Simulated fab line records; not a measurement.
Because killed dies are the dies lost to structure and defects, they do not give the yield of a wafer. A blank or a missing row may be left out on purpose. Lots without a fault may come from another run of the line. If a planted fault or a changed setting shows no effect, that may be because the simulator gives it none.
2 desks looking at one fault | flow sky130 | each desk has only its own numbers; what lay behind them comes last

== AT THE METROLOGY DESK ==
What the gauges read for every lot (on any tool): the sampled wafers with a number, averaged. A lot is out of limits, marked OUT, if its mean lies more than 4 standard deviations from the usual mean; the brackets give that distance.
Columns: A = METAL5_ALCU_RS at SKY_METAL5_RS_MEAS_05, usual 0.02718 ohm/sq
lot  | first seen here | A
L910 | day 44 01:34    | 0.02722
L913 | day 44 21:29    | 0.02719
L912 | day 44 23:25    | 0.02697
L914 | day 45 03:16    | 0.02718
L918 | day 46 15:44    | 0.02680
L916 | day 46 16:46    | 0.02695
L920 | day 46 17:55    | 0.02762
L921 | day 46 20:42    | 0.02707
L925 | day 48 05:05    | 0.02697
L927 | day 48 10:37    | 0.02770
This desk's finding: nothing out of limits on any of the 10 lots.

== TOOL OWNER'S DESK, rieMetal-03 ==
The tool's own readings at SKY_METAL5_METAL_ETCH_15 (etches the open film in Cl2/BCl3, stops on SiO2, target depth 1260 nm, time 252 s): means of the sampled wafers that have a number, for each lot that ran on this tool. A lot is out of limits, marked OUT, if its mean lies more than 4 standard deviations from the usual mean; the brackets give that distance.
Columns: A = biasW at SKY_METAL5_METAL_ETCH_15, usual 48.49 W; B = drypumpMotorCurrentA at SKY_METAL5_METAL_ETCH_15, usual 5.69 A; C = mfcCl2Sccm at SKY_METAL5_METAL_ETCH_15, usual 60.00 sccm; D = oesProductAu at SKY_METAL5_METAL_ETCH_15, usual 0.894 a.u.; E = rfFwdPowerW at SKY_METAL5_METAL_ETCH_15, usual 897.3 W; F = throttleValvePct at SKY_METAL5_METAL_ETCH_15, usual 22.265 %
lot  | first seen here | A               | B    | C     | D     | E     | F
L910 | day 44 22:52    | 48.68           | 5.77 | 59.97 | 0.891 | 898.1 | 22.257
L912 | day 45 20:32    | 48.39           | 5.75 | 59.92 | 0.894 | 897.2 | 22.264
L914 | day 45 23:56    | 48.36           | 5.74 | 59.93 | 0.896 | 897.8 | 22.263
L918 | day 47 10:23    | 48.64           | 5.74 | 60.02 | 0.891 | 894.8 | 22.269
L916 | day 47 12:31    | 52.14 (+24) OUT | 5.78 | 60.07 | 0.896 | 895.1 | 22.276
L925 | day 48 23:05    | 56.09 (+51) OUT | 5.77 | 59.87 | 0.892 | 897.7 | 22.270
Finding of this desk: L916, L925 out of limits; the first was L916 at day 47 12:31, on biasW at SKY_METAL5_METAL_ETCH_15. Within limits: L910, L912, L914, L918.

== PUT TOGETHER ==
An alarm could have come from the tool owner's desk at day 47 12:31, on L916, L925.
At the metrology desk, nothing out of limits was observed.
The metrology desk has L916, L925 on record, within its limits.
All the named lots went through SKY_METAL5_METAL_ETCH_15 on rieMetal-03.

== WHAT THE SIMULATOR HAD PUT IN ==
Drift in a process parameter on rieMetal-03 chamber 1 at SKY_METAL5_METAL_ETCH_15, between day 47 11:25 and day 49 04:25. A move of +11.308 in setting biasW, from 48.5. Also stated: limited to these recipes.
Struck lots among those shown: L916, L925.
Delay in hours, fault start to first out-of-limits reading, by desk: the tool owner's desk at 1.
